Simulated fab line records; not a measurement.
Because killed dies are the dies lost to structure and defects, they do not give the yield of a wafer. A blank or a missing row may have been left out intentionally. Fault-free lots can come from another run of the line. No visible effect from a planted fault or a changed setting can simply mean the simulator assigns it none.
The tool behind it: which one?	flow sky130	15 lots with 41 wafers sampled at 2 steps, on a route of 708 steps

WHAT EACH GAUGE READ, for each wafer
SKY_LDD_HVN_TW_MEAS_10.
lot	measured	on	LDD_HVN_TW
L935	day 20 00:15	filmMetro-03	1426 1432 1434
L936	day 20 05:43	filmMetro-03	1422 1426 1430
L937	day 20 22:40	filmMetro-02	1444 1437 1447
L938	day 21 08:38	filmMetro-03	1435 1448 1446
L939	day 21 16:39	filmMetro-02	1443 1446 1437
L940	day 21 22:22	filmMetro-04	1463 1461 1458
L942	day 22 15:20	filmMetro-03	1434 1438 1439
L945	day 23 17:43	filmMetro-04	1503 1496
L946	day 24 02:16	filmMetro-02	1487
L949	day 25 03:49	filmMetro-03	1475 1482
L952	day 26 05:14	filmMetro-03	1426 1429 1433
L954	day 27 05:14	filmMetro-02	1441 1445 1449
L955	day 27 17:41	filmMetro-03	1441 1437 1432
L956	day 27 19:22	filmMetro-03	1446 1439 1441
L957	day 27 20:46	filmMetro-02	1448 1451 1455

TOOL THAT RAN EACH LOT (tool first, then ch and the chambers of the sampled wafers, then the start)
lot	SKY_LDD_HVN_IMPLANT_08
L935	implanter-01 ch 0, day 20 00:00
L936	implanter-02 ch 0, day 20 05:28
L937	implanter-04 ch 0, day 20 22:25
L938	implanter-02 ch 0, day 21 08:23
L939	implanter-04 ch 0, day 21 16:24
L940	implanter-01 ch 0, day 21 22:07
L942	implanter-04 ch 0, day 22 15:05
L945	implanter-01 ch 0, day 23 17:31
L946	implanter-01 ch 0, day 24 02:05
L949	implanter-01 ch 0, day 25 03:37
L952	implanter-04 ch 0, day 26 04:59
L954	implanter-02 ch 0, day 27 04:59
L955	implanter-02 ch 0, day 27 17:26
L956	implanter-02 ch 0, day 27 19:07
L957	implanter-01 ch 0, day 27 20:32
- SKY_LDD_HVN_IMPLANT_08

AS READ BY THE TOOLS THEMSELVES (means over the sampled wafers that have a number; for cases with no such wafer, the mark the record gives instead)
SKY_LDD_HVN_IMPLANT_08.
lot	tool	beamOnS (s)	endStationPressureTorr (Torr)	faradayCurrentUA
L935	implanter-01	9.97	5.01e-06	170
L936	implanter-02	10.21	5.19e-06	165
L937	implanter-04	9.81	5.47e-06	172
L938	implanter-02	10.04	5.17e-06	168
L939	implanter-04	9.95	5.18e-06	170
L940	implanter-01	10.05	5.02e-06	169
L942	implanter-04	9.85	5.24e-06	171
L945	implanter-01	10.94	5.14e-06	154
L946	implanter-01	11.04	5.23e-06	153
L949	implanter-01	10.86	5.17e-06	156
L952	implanter-04	9.93	5.10e-06	170
L954	implanter-02	10.07	5.21e-06	168
L955	implanter-02	9.82	5.02e-06	172
L956	implanter-02	10.08	4.97e-06	168
L957	implanter-01	10.21	5.00e-06	166

THE ANSWER, worked out from the rows above alone
Rule: the lots themselves supply what counts as usual. Put in order of their means at a reading, lots are off if they are a third of the lots or fewer, leave a main group of 4 or more, and stand apart from it by a gap of 3 or more times the standard deviation of the main group's means; of several such gaps the widest counts. Not used: any main group whose means are identical at the precision the tables above print for the reading. Also off: a lot with no number at a reading for which 4 or more lots have one. The other lots that the step has rows for count as sound. The gauges are gone through in route order, then the tools' own readings, and for those a lot's mean is taken as printed above. At the first step where some lot is off, the reading lying furthest off is the one used; lots without a number count as furthest.
Off: L945, L946, L949 (SKY_LDD_HVN_IMPLANT_08, beamOnS). For the main group the mean is 10.00 s and the standard deviation 0.13.
If a tool, at that step or one of the process steps before it, ran each lot that is off and ran no sound lot following the first of them, it fits. No candidate that was tried fits.

WHAT WAS PUT IN BY THE SIMULATOR
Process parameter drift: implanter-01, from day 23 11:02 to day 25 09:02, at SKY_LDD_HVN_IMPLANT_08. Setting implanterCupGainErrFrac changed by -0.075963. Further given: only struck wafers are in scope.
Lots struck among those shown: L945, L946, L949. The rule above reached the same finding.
